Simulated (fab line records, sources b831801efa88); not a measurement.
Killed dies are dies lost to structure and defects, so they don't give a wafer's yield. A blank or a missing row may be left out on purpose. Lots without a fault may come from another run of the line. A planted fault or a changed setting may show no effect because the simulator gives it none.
Which tool did it? | flow gf180mcu | 12 lots, 36 wafers sampled, at 1 step of a route of 602

WHAT THE GAUGES READ, wafer by wafer
GF_V4_THK_MEAS_25: measures by xrf.
lot  | measured     | on            | V4_W_THK (nm)
L075 | day 25 05:50 | film_metro-04 | 347 346 343
L076 | day 25 10:52 | film_metro-04 | 344 347 344
L079 | day 26 04:16 | film_metro-02 | 359 359 363
L081 | day 26 19:56 | film_metro-02 | 354 350 353
L083 | day 27 17:31 | film_metro-02 | 352 348 352
L085 | day 28 07:45 | film_metro-04 | 342 343 347
L087 | day 29 00:43 | film_metro-01 | 351 347 353
L088 | day 29 14:36 | film_metro-04 | 345 344 346
L090 | day 30 03:44 | film_metro-01 | 358 350 354
L093 | day 30 18:31 | film_metro-04 | 340 348 343
L094 | day 30 23:12 | film_metro-04 | 352 351 348
L097 | day 31 14:37 | film_metro-04 | 341 349 348

WHICH TOOL RAN EACH LOT (tool, then ch and the chambers of the sampled wafers, then the start)
The record holds no process step before these readings.

THE ANSWER, worked out from the rows above alone
Rule: what is usual is taken from the lots themselves. Put in order of their means at a reading, lots are off if they are a third of the lots or fewer, leave a main group of 4 or more, and stand apart from it by a gap of 3 or more times the standard deviation of the main group's means; of several such gaps the widest counts. A main group whose means are all the same, to the digits that the tables above print for the reading, isn't used. A lot without any number at a reading at which 4 lots or more have one is off too. The other lots that the step has rows for count as sound.
No lot is off at any reading shown: from this, nothing can be told.

WHAT THE SIMULATOR HAD PUT IN
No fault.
